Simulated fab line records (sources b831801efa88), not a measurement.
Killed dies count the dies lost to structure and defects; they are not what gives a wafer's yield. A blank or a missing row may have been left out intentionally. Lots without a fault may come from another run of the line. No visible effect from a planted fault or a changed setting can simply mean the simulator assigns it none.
fab line records | flow sfqLine
[record] lots = 6 wafers = 18 lastDay = 92
route steps=325 shown I3@137 M4@148 I4@163 JJ@178 M8@325
lots with no fault: from the same line, run without faults
startH: hours from the record's first day to the start of the lot's first wafer shown | waitH: hours elapsed since this lot's preceding step | " identical to the entry in the row above | L1.1+2: a row that stands for several wafers | - no value present, or no start provided | * or withheld: withheld | < > ~ a bound
route shown NAME@n: a module of which the file shows steps, and the number in the route of the first | usual: mean/standard deviation of fault-free wafers | same: alike in all rows | chamber/n: place in a boat | sites: each site's reading | _std_site: the values' standard deviation | _edge_site: the outer-site mean with the inner-site mean subtracted | radiusMm: how far each site lies from the wafer's centre | mask NAME#n: copy n | behind: the last tool/chamber to shape the wafer | hold: the reason the lot was held/the length of the hold in hours/how it ended | device: which transistor (n, p or np) failed to switch | end of line: tests run on the same wafers once the route is complete | a step given without rows: its recipe and nothing more | killed: dies that structure and defects cost at the first sort, which is not the same as the wafer's yield | map: shows each die of a wafer: x if killed, . if not, _ if none is there
set.NAME: the run value of the setting; set.NAME@STEP: its run value at that earlier step | model.NAME: the simulator's own value behind a step, which no gauge read
lots at some steps of the route; a table a step, a row a wafer
services: when a tool's chamber went out of use (startH, in hours from the record's first day, below 0 if earlier), for how many hours, and the reason
[[steps]]
[step SFQ_TRILAYER_I3_VIA_LITHO_COAT_090]
[recipe] resist = BARC spinRpm = 3000 resistThkNm = 62
[step SFQ_TRILAYER_I3_VIA_LITHO_COAT_085]
[recipe] resist = KrF spinRpm = 3000 resistThkNm = 650
[step SFQ_TRILAYER_I3_VIA_LITHO_SOFTBAKE_089]
[recipe] tempC = withheld timeS = withheld resist = KrF
[step SFQ_TRILAYER_I3_VIA_LITHO_EXPOSE_086]
[recipe] maskId = I3 na = 0.6 sourceShape = conventional sigmaOuter = 0.65 targetCdNm = 500 doseMj = 21.3
[step SFQ_TRILAYER_I3_VIA_LITHO_PEB_088]
[recipe] pebTempC = 115 pebTimeS = 60 resist = KrF
[step SFQ_TRILAYER_I3_VIA_LITHO_DEVELOP_087]
[recipe] timeS = 60 resist = KrF
[step SFQ_I3_OVL_MEAS_923]
[usual] I3_OVL = -2/6.2
// columns lot.wafer tool chamber startH waitH I3_OVL[nm]
L568.1 overlay-01 - 1197.30 0.1 5
L568.2 " - " " 1
L568.3 " - " " -4
L569.3 overlay-01 - 1202.12 0.1 -2
L569.4 " - " " 0
L569.6 " - " " 0
L579.2 overlay-02 - 1295.56 0.1 -10
L579.5 " - " " -2
L579.6 " - " " -6
L580.2 overlay-01 - 1307.56 0.1 5
L580.4 " - " " 3
L580.5 " - " " 3
L586.1 overlay-02 - 1346.42 0.1 -3
L586.2 " - " " -3
L586.6 " - " " 1
L588.1 overlay-01 - 1358.42 0.1 -14
L588.2 " - " " -5
L588.5 " - " " -11
[step SFQ_TRILAYER_I3_VIA_BARC_OPEN_VIA_ETCH_121]
[recipe] maskMaterial = PR chemistry = O2 targetDepthNm = 125 target = BARC sourceW = 500 biasW = 80 pressureMtorr = 30 timeS = 41.7
[usual] drypumpMotorCurrentA = 5.6/0.45 oesProductAu = 0.685/0.0049 rfFwdPowerW = 494.0/2.4
// columns lot.wafer tool chamber startH waitH drypumpMotorCurrentA oesProductAu rfFwdPowerW rfHoursCounterH
L568.1 rieDiel-03 2 1197.34 0.0 5.1 0.689 497.2 4
L568.2 " 3 " " 5.5 0.676 495.0 5
L568.3 " 1 " " 4.8 0.686 498.6 15
L569.3 rieDiel-03 1 1202.14 0.0 4.8 0.687 497.4 15
L569.4 " 2 " " 5.1 0.695 496.2 4
L569.6 " 2 " " 5.1 0.684 493.8 -
L579.2 rieDiel-02 0 1295.59 0.0 5.8 0.692 489.5 2
L579.5 " 0 " " 5.9 0.689 491.4 -
L579.6 " 3 " " 6.2 0.687 496.6 -
L580.2 rieDiel-03 0 1307.59 0.0 5.3 0.682 492.8 8
L580.4 " 1 " " 4.8 0.679 498.0 -
L580.5 " 0 " " 5.3 0.700 492.9 -
L586.1 rieDiel-02 0 1346.45 0.0 5.9 0.693 490.6 4
L586.2 " 3 " " 6.2 0.680 493.9 6
L586.6 " 0 " " 5.8 0.687 494.4 -
L588.1 rieDiel-02 0 1358.45 0.0 5.8 0.687 489.2 4
L588.2 " 2 " " 6.0 0.690 494.4 17
L588.5 " 3 " " 6.2 0.683 494.9 -
[step SFQ_TRILAYER_I3_VIA_ETCH_VIA_ETCH_088]
[recipe] target = SiO2 stopOn = Nb maskMaterial = PR taperDeg = 20 chemistry = CHF3 targetDepthNm = 260 sourceW = 500 biasW = 80 pressureMtorr = 30 timeS = withheld
[step SFQ_TRILAYER_I3_VIA_STRIP_STRIP_089]
[recipe] gas = O2 powerW = 200 platenTempC = 40 overashFraction = 0.65 chemistry = O2 pressureMtorr = 50
[step SFQ_TRILAYER_I3_VIA_STRIP_SOLV_CLEAN_090]
[recipe] chemistry = NMP tempC = 70 timeS = 600
[step SFQ_TRILAYER_M4_DEP_PRE_CLEAN_092]
[recipe] gas = Ar timeS = 22.5 biasV = 250
[step SFQ_TRILAYER_M4_DEP_SPUTTER_091]
[recipe] material = Nb basePressurePa = 1.33e-06 chamberPressurePa = 0.1333 substrateTempC = 20 resputterCathodeVoltageV = 400 targetThkNm = 200 powerW = 2000 timeS = 133.3
[usual] throttleValvePct = 29.9/1.3
// columns lot.wafer tool chamber startH waitH throttleValvePct model.Nb_of_TRILAYER_M4_DEP_SPUTTER_091.thkNm
L568.1 pvdSputter-04 - 1198.30 0.0 27.2 195.3
L568.2 " - " " 30.5 199.2
L568.3 " - " " 30.3 198.8
L569.3 pvdSputter-03 - 1203.70 0.0 27.8 198.5
L569.4 " - " " 29.7 195.6
L569.6 " - " " 29.7 194
L579.2 pvdSputter-04 - 1296.55 0.0 30.2 116.8
L579.5 " - " " 29.7 118.7
L579.6 " - " " 27.3 194.8
L580.2 pvdSputter-04 - 1308.55 0.0 30.2 117
L580.4 " - " " 27.1 109.8
L580.5 " - " " 30.6 116.3
L586.1 pvdSputter-05 - 1347.41 0.0 28.4 193.7
L586.2 " - " " 31.1 197.6
L586.6 " - " " 28.4 194.6
L588.1 pvdSputter-05 - 1359.41 0.0 32.0 200.2
L588.2 " - " " 31.5 200.2
L588.5 " - " " 31.1 203.4
[step SFQ_M4_RS_MEAS_924]
[recipe] thkMeasGauge = four-point-probe reads = Nb_of_TRILAYER_M4_DEP_SPUTTER_091
[usual] M4_NB_RS = 0.897/0.013
// columns lot.wafer tool chamber startH waitH hold M4_NB_RS[ohm/sq]
L568.1 filmMetro-03 - 1198.39 0.0 - 0.913
L568.2 " - " " - 0.895
L568.3 " - " " - 0.898
L569.3 filmMetro-01 - 1203.83 0.1 - 0.895
L569.4 " - " " - 0.908
L569.6 " - " " - 0.917
L579.2 filmMetro-03 - 1296.66 0.1 awaitDispo/0.2h/release 1.535
L579.5 " - " " awaitDispo/0.2h/release 1.513
L579.6 " - " " awaitDispo/0.2h/release 0.916
L579.2 filmMetro-03 - 1296.95 0.3 - 1.536
L579.5 " - " " - 1.514
L579.6 " - " " - 0.914
L580.2 filmMetro-04 - 1308.66 0.1 awaitDispo/0.2h/release 1.535
L580.4 " - " " awaitDispo/0.2h/release 1.634
L580.5 " - " " awaitDispo/0.2h/release 1.547
L580.2 filmMetro-04 - 1308.95 0.3 - 1.535
L580.4 " - " " - 1.636
L580.5 " - " " - 1.544
L586.1 filmMetro-03 - 1347.50 0.0 - 0.919
L586.2 " - " " - 0.902
L586.6 " - " " - 0.915
L588.1 filmMetro-03 - 1359.50 0.0 - 0.892
L588.2 " - " " - 0.890
L588.5 " - " " - 0.877
[step SFQ_TRILAYER_M4_LITHO_COAT_093]
[recipe] resist = KrF spinRpm = 3000 resistThkNm = 600
[step SFQ_TRILAYER_M4_LITHO_SOFTBAKE_097]
[recipe] tempC = withheld timeS = withheld resist = KrF
[step SFQ_TRILAYER_M4_LITHO_EXPOSE_094]
[recipe] maskId = M4 na = 0.6 sourceShape = conventional sigmaOuter = 0.65 targetCdNm = 500 doseMj = 14.4
[step SFQ_TRILAYER_M4_LITHO_PEB_096]
[recipe] pebTempC = 115 pebTimeS = 60 resist = KrF
[step SFQ_TRILAYER_M4_LITHO_DEVELOP_095]
[recipe] timeS = 60 resist = KrF
[step SFQ_M4_OVL_MEAS_926]
[usual] M4_OVL = 1/6.8
// columns lot.wafer tool chamber startH waitH M4_OVL[nm]
L568.1 overlay-01 - 1328.49 0.1 1
L568.2 " - " " 7
L568.3 " - " " -1
L569.3 overlay-02 - 1336.83 0.1 7
L569.4 " - " " 6
L569.6 " - " " 6
L579.2 overlay-01 - 1419.80 0.1 17
L579.5 " - " " 0
L579.6 " - " " 13
L580.2 overlay-01 - 1430.20 0.1 2
L580.4 " - " " -1
L580.5 " - " " -5
L586.1 overlay-01 - 1470.99 0.1 -14
L586.2 " - " " -4
L586.6 " - " " -7
L588.1 overlay-01 - 1480.59 0.1 5
L588.2 " - " " -1
L588.5 " - " " 7
[step SFQ_TRILAYER_M4_BARC_OPEN_METAL_ETCH_123]
[recipe] maskMaterial = PR chemistry = O2 targetDepthNm = 125 target = BARC icpW = 600 biasW = 80 pressureMtorr = 10 timeS = 41.7
[step SFQ_TRILAYER_M4_ETCH_METAL_ETCH_096]
[recipe] target = Nb stopOn = SiO2 maskMaterial = PR chemistry = Cl2/Ar targetDepthNm = 240 icpW = 600 biasW = 80 pressureMtorr = 10 timeS = 120
[usual] drypumpMotorCurrentA = 5.8/0.41 oesProductAu = 0.891/0.0085 rfFwdPowerW = 596.3/2.4
// columns lot.wafer tool chamber startH waitH drypumpMotorCurrentA oesProductAu rfFwdPowerW rfHoursCounterH
L568.1 rieMetal-02 0 1328.59 0.0 5.5 0.873 597.0 78
L568.2 " 1 " " 6.3 0.896 595.2 98
L568.3 " 1 " " 6.3 0.892 596.4 -
L569.3 rieMetal-02 0 1336.95 0.1 5.5 0.890 594.3 -
L569.4 " 1 " " 6.3 0.883 595.3 -
L569.6 " 0 " " 5.5 0.881 592.5 -
L579.2 rieMetal-02 0 1419.89 0.0 5.5 0.688 596.0 91
L579.5 " 0 " " 5.5 0.680 596.9 -
L579.6 " 1 " " 6.3 0.888 593.7 -
L580.2 rieMetal-01 1 1430.29 0.0 6.0 0.681 597.1 29
L580.4 " 0 " " 5.3 0.658 598.7 -
L580.5 " 1 " " 6.0 0.671 594.6 -
L586.1 rieMetal-01 1 1471.09 0.0 6.0 0.881 596.2 33
L586.2 " 0 " " 5.3 0.884 600.4 28
L586.6 " 1 " " 6.0 0.879 597.7 -
L588.1 rieMetal-01 0 1480.69 0.0 5.3 0.901 600.9 29
L588.2 " 1 " " 6.0 0.891 597.2 34
L588.5 " 1 " " 6.0 0.904 596.8 -
[step SFQ_TRILAYER_M4_STRIP_STRIP_097]
[recipe] gas = O2 powerW = 200 platenTempC = 40 overashFraction = 0.65 chemistry = O2 pressureMtorr = 50
[step SFQ_TRILAYER_M4_STRIP_SOLV_CLEAN_098]
[recipe] chemistry = NMP tempC = 70 timeS = 600
[step SFQ_TRILAYER_I4_DEP_PECVD_099]
[recipe] material = SiO2 tempC = 150 timeS = 111.11 pressureTorr = 2.4 rfW = 183.3 precursor = SiH4/N2O targetThkNm = 500
[usual] heaterPowerW = 74/9.1 rfFwdPowerW = 182.3/0.62 throttleValvePct = 24.6/1.6
// columns lot.wafer tool chamber startH waitH heaterPowerW rfFwdPowerW throttleValvePct
L568.1 pecvd-04 1 1329.50 0.0 91 182.7 24.9
L568.2 " 0 " " 66 182.6 27.8
L568.3 " 2 " " 71 182.0 23.8
L569.3 pecvd-02 0 1337.83 0.0 79 182.6 25.8
L569.4 " 1 " " 65 182.8 24.5
L569.6 " 2 " " 73 183.0 23.7
L579.2 pecvd-01 2 1420.79 0.0 84 181.7 24.1
L579.5 " 1 " " 72 183.5 22.9
L579.6 " 2 " " 87 182.0 23.8
L580.2 pecvd-02 1 1431.19 0.0 61 182.3 24.3
L580.4 " 0 " " 86 182.0 25.8
L580.5 " 2 " " 74 181.2 23.9
L586.1 pecvd-01 0 1471.99 0.0 79 181.9 23.8
L586.2 " 2 " " 84 182.2 24.2
L586.6 " 0 " " 80 182.0 23.7
L588.1 pecvd-01 1 1481.59 0.0 66 182.9 22.9
L588.2 " 0 " " 78 181.9 23.6
L588.5 " 2 " " 74 182.1 24.2
[step SFQ_TRILAYER_I4_CMP_CMP_100]
[recipe] material = SiO2 downForcePsi = 3 platenRpm = 60 padVelocityMS = 0.94248
[usual] motorCurrentA = 10.3/0.68 timeToEndpointS = 210/6.8
// columns lot.wafer tool chamber startH waitH motorCurrentA timeToEndpointS
L568.2 cmp-01 3 1330.08 0.5 10.0 203
L568.3 " 0 " " 10.3 214
L568.1 " 1 " " 10.3 201
L569.3 cmp-02 1 1338.57 0.7 9.6 203
L569.4 " 2 " " 9.7 216
L569.6 " 1 1340.57 2.7 9.8 211
L579.2 cmp-02 1 1420.91 0.1 10.0 208
L579.5 " 1 1422.91 2.0 9.6 205
L579.6 " 2 " " 9.6 216
L580.2 cmp-01 2 1431.87 0.6 11.3 210
L580.4 " 0 1432.87 1.6 10.0 209
L580.5 " 3 1434.37 3.1 10.0 198
L586.2 cmp-02 3 1472.57 0.5 10.8 219
L586.1 " 1 1473.57 1.5 10.0 203
L586.6 " 3 1474.57 2.5 10.9 215
L588.1 cmp-01 3 1482.67 1.0 10.4 211
L588.2 " 0 " " 10.4 211
L588.5 " 2 1484.17 2.5 11.0 220
[step SFQ_I4_BOW_MEAS_927]
[recipe] mode = bow
[usual] I4_BOW = 5/8.4
// columns lot.wafer tool chamber startH waitH I4_BOW[um]
L568.1 filmMetro-04 - 1332.58 1.0 4
L568.2 " - " " 6
L568.3 " - " " 18
L569.3 filmMetro-04 - 1341.11 2.0 10
L569.4 " - " " 11
L569.6 " - " " 14
L579.2 filmMetro-02 - 1423.93 2.5 7
L579.5 " - " " 4
L579.6 " - " " 13
L580.2 filmMetro-01 - 1434.89 2.5 14
L580.4 " - " " 9
L580.5 " - " " 13
L586.1 filmMetro-04 - 1475.07 1.0 1
L586.2 " - " " 16
L586.6 " - " " 12
L588.1 filmMetro-01 - 1484.67 1.5 -1
L588.2 " - " " 11
L588.5 " - " " 6
[step SFQ_TRILAYER_I4_METRO_MEASURE_101]
[step SFQ_TRILAYER_I4_VIA_LITHO_COAT_108]
[recipe] resist = BARC spinRpm = 3000 resistThkNm = 62
[step SFQ_TRILAYER_I4_VIA_LITHO_COAT_103]
[recipe] resist = KrF spinRpm = 3000 resistThkNm = 650
[step SFQ_TRILAYER_I4_VIA_LITHO_SOFTBAKE_107]
[recipe] tempC = withheld timeS = withheld resist = KrF
[step SFQ_TRILAYER_I4_VIA_LITHO_EXPOSE_104]
[recipe] maskId = I4 na = 0.6 sourceShape = conventional sigmaOuter = 0.65 targetCdNm = 700 doseMj = 21.3
[step SFQ_TRILAYER_I4_VIA_LITHO_PEB_106]
[recipe] pebTempC = 115 pebTimeS = 60 resist = KrF
[step SFQ_TRILAYER_I4_VIA_LITHO_DEVELOP_105]
[recipe] timeS = 60 resist = KrF
[step SFQ_I4_OVL_MEAS_928]
[usual] I4_OVL = -3/5.5
// columns lot.wafer tool chamber startH waitH I4_OVL[nm]
L568.1 overlay-01 - 1341.34 0.1 -6
L568.2 " - " " 0
L568.3 " - " " 4
L569.3 overlay-01 - 1347.54 0.1 -5
L569.4 " - " " -5
L569.6 " - " " -6
L579.2 overlay-01 - 1541.60 0.1 -4
L579.5 " - " " -9
L579.6 " - " " -2
L580.2 overlay-02 - 1548.80 0.1 -5
L580.4 " - " " 3
L580.5 " - " " 6
L586.1 overlay-02 - 1582.94 0.1 6
L586.2 " - " " -2
L586.6 " - " " 1
L588.1 overlay-01 - 1594.45 0.1 -10
L588.2 " - " " 0
L588.5 " - " " -8
[step SFQ_TRILAYER_I4_VIA_BARC_OPEN_VIA_ETCH_146]
[recipe] maskMaterial = PR chemistry = O2 targetDepthNm = 125 target = BARC sourceW = 500 biasW = 80 pressureMtorr = 30 timeS = 41.7
[usual] drypumpMotorCurrentA = 5.6/0.38 oesProductAu = 0.686/0.0043 rfFwdPowerW = 493.9/2.1
// columns lot.wafer tool chamber startH waitH drypumpMotorCurrentA oesProductAu rfFwdPowerW rfHoursCounterH
L568.1 rieDiel-04 1 1341.38 0.0 5.2 0.684 495.1 14
L568.2 " 0 " " 5.8 0.693 496.7 13
L568.3 " 3 " " 5.7 0.686 496.4 15
L569.3 rieDiel-04 3 1347.57 0.0 5.6 0.686 494.9 15
L569.4 " 0 " " 5.9 0.689 494.9 13
L569.6 " 1 " " 5.2 0.683 493.7 -
L579.2 rieDiel-01 1 1541.63 0.0 6.0 0.686 493.9 7
L579.5 " 1 " " 6.0 0.694 494.5 -
L579.6 " 0 " " 5.9 0.684 490.3 -
L580.2 rieDiel-04 1 1548.83 0.0 5.2 0.686 493.4 18
L580.4 " 0 " " 5.8 0.685 497.7 17
L580.5 " 0 " " 5.9 0.687 497.2 -
L586.1 rieDiel-01 3 1582.98 0.0 4.8 0.683 495.3 15
L586.2 " 1 " " 6.0 0.690 494.1 8
L586.6 " 2 " " 5.7 0.688 493.6 -
L588.1 rieDiel-04 0 1594.48 0.0 5.9 0.688 497.4 17
L588.2 " 2 " " 5.4 0.678 494.9 1
L588.5 " 0 " " 5.8 0.680 495.5 -
[step SFQ_TRILAYER_I4_VIA_ETCH_VIA_ETCH_106]
[recipe] target = SiO2 stopOn = Nb maskMaterial = PR taperDeg = 20 chemistry = CHF3 targetDepthNm = 260 sourceW = 500 biasW = 80 pressureMtorr = 30 timeS = withheld
[usual] drypumpMotorCurrentA = 5.6/0.38 oesProductAu = 0.851/0.0047 rfFwdPowerW = 497.8/1.6
// columns lot.wafer tool chamber startH waitH drypumpMotorCurrentA oesProductAu rfFwdPowerW
L568.1 rieDiel-04 1 1341.42 0.0 5.2 0.858 499.4
L568.2 " 0 " " 5.9 0.849 499.2
L568.3 " 3 " " 5.6 0.849 497.1
L569.3 rieDiel-04 3 1347.61 0.0 5.6 0.846 500.6
L569.4 " 0 " " 5.8 0.853 496.8
L569.6 " 1 " " 5.2 0.847 498.9
L579.2 rieDiel-01 1 1541.67 0.0 6.0 0.847 496.7
L579.5 " 1 " " 6.0 0.851 499.9
L579.6 " 0 " " 5.9 0.852 493.6
L580.2 rieDiel-04 1 1548.87 0.0 5.2 0.855 497.1
L580.4 " 0 " " 5.8 0.854 497.8
L580.5 " 0 " " 5.8 0.856 499.2
L586.1 rieDiel-01 3 1583.02 0.0 4.8 0.847 497.2
L586.2 " 1 " " 6.0 0.847 497.9
L586.6 " 2 " " 5.7 0.858 498.5
L588.1 rieDiel-04 0 1594.52 0.0 5.8 0.853 500.3
L588.2 " 2 " " 5.4 0.851 498.3
L588.5 " 0 " " 5.8 0.848 498.6
[step SFQ_TRILAYER_I4_VIA_STRIP_STRIP_107]
[recipe] gas = O2 powerW = 200 platenTempC = 40 overashFraction = 0.65 chemistry = O2 pressureMtorr = 50
[step SFQ_TRILAYER_I4_VIA_STRIP_SOLV_CLEAN_108]
[recipe] chemistry = NMP tempC = 70 timeS = 600
[step SFQ_TRILAYER_JJ_TRILAYER_DEP_PRE_CLEAN_113]
[recipe] gas = Ar timeS = 22.5 biasV = 250
[step SFQ_M8_BOW_MEAS_951]
[recipe] mode = bow
[usual] M8_BOW = 8/8.1
// columns lot.wafer tool chamber startH waitH M8_BOW[um] model.etest.m4.ohmUm model.etest.i3.linkOhm model.etest.m4.ohmSq model.etest.i4.linkOhm
L568.1 filmMetro-02 - 1755.98 0.0 13 1.839 1.984 0.9115 2.199
L568.2 " - " " 14 1.81 1.974 0.8938 2.198
L568.3 " - " " 28 1.815 1.967 0.8957 2.18
L569.3 filmMetro-02 - 1847.95 0.0 3 1.796 1.978 0.8969 2.151
L569.4 " - " " 3 1.839 1.985 0.91 2.165
L569.6 " - " " 6 1.845 1.987 0.9179 2.175
L579.2 filmMetro-04 - 2179.61 0.0 1 3.082 2.733 1.524 2.802
L579.5 " - " " -3 3.031 2.703 1.5 2.785
L579.6 " - " " 6 1.865 1.99 0.914 2.211
L580.2 filmMetro-02 - 2185.80 0.0 12 3.033 2.712 1.522 2.805
L580.4 " - " " 6 3.236 2.846 1.621 2.904
L580.5 " - " " 11 3.059 2.73 1.53 2.813
L586.1 filmMetro-04 - 2201.31 0.0 -1 1.833 2.001 0.9191 2.187
L586.2 " - " " 14 1.805 1.965 0.901 2.17
L586.6 " - " " 9 1.821 1.988 0.9147 2.197
L588.1 filmMetro-02 - 2207.44 0.0 5 1.786 1.983 0.8894 2.176
L588.2 " - " " 16 1.781 1.97 0.8891 2.181
L588.5 " - " " 11 1.755 1.963 0.8753 2.169
[[services]]
// columns tool chamber startH hours kind
rieDiel-02 - 1186.52 0.6 repair
rieMetal-02 1 1188.84 15.4 repair
cmp-01 - 1217.58 6.5 pm
rieDiel-01 2 1221.83 3.1 repair
rieMetal-01 - 1222.14 0.3 repair
rieDiel-01 1 1225.63 4.1 repair
rieDiel-02 - 1228.68 2.8 pm
rieDiel-04 1 1235.23 6.2 repair
cmp-02 - 1242.78 5.8 pm
rieDiel-04 1 1246.28 7.5 repair
cmp-02 - 1250.70 1.0 repair
cmp-01 - 1257.86 4.0 pm
rieDiel-03 1 1261.55 6.4 repair
rieMetal-02 - 1281.98 1.4 pm
rieDiel-03 3 1282.83 12.2 repair
rieDiel-04 1 1286.85 3.7 repair
rieDiel-04 1 1307.47 11.6 repair
rieDiel-04 3 1329.45 11.3 repair
rieDiel-01 - 1331.61 28.1 pm
rieDiel-01 0 1386.61 3.4 repair
rieDiel-01 2 1415.42 7.9 repair
rieDiel-04 2 1444.93 9.9 repair
rieDiel-04 - 1522.00 15.6 pm
rieDiel-01 3 1574.98 2.7 repair
[[key]]
[firstSign] step = SFQ_M4_RS_MEAS_924 reading = visit direction = added
[effect] step = SFQ_M4_RS_MEAS_924 reading = M4_NB_RS direction = up sigmas = 52 usual = 0.897 struck = 1.553
[effect] step = SFQ_TRILAYER_M4_ETCH_METAL_ETCH_096 reading = oesProductAu direction = down sigmas = 25 usual = 0.891 struck = 0.675
[modelEffect] step = SFQ_TRILAYER_M4_DEP_SPUTTER_091 value = Nb_of_TRILAYER_M4_DEP_SPUTTER_091.thkNm without = 198.4 struck = 115.7
[modelEffect] step = SFQ_M8_BOW_MEAS_951 value = etest.m4.ohmUm without = 1.801 struck = 3.088
metAt SFQ_TRILAYER_M4_DEP_SPUTTER_091
struckWafers L579.2,L579.5,L580.2,L580.4,L580.5
onsetBetween 1198.30 1296.55
[fault] kind = processParameterDrift tool = pvdSputter-04 chamber = - onsetH = 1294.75 steps = SFQ_TRILAYER_M4_DEP_SPUTTER_091 channel = targetThkNm offset = -82.684 shape = step endH = 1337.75 scope = struckWafersOnly actsIn = theseRecipesOnly stated = 200
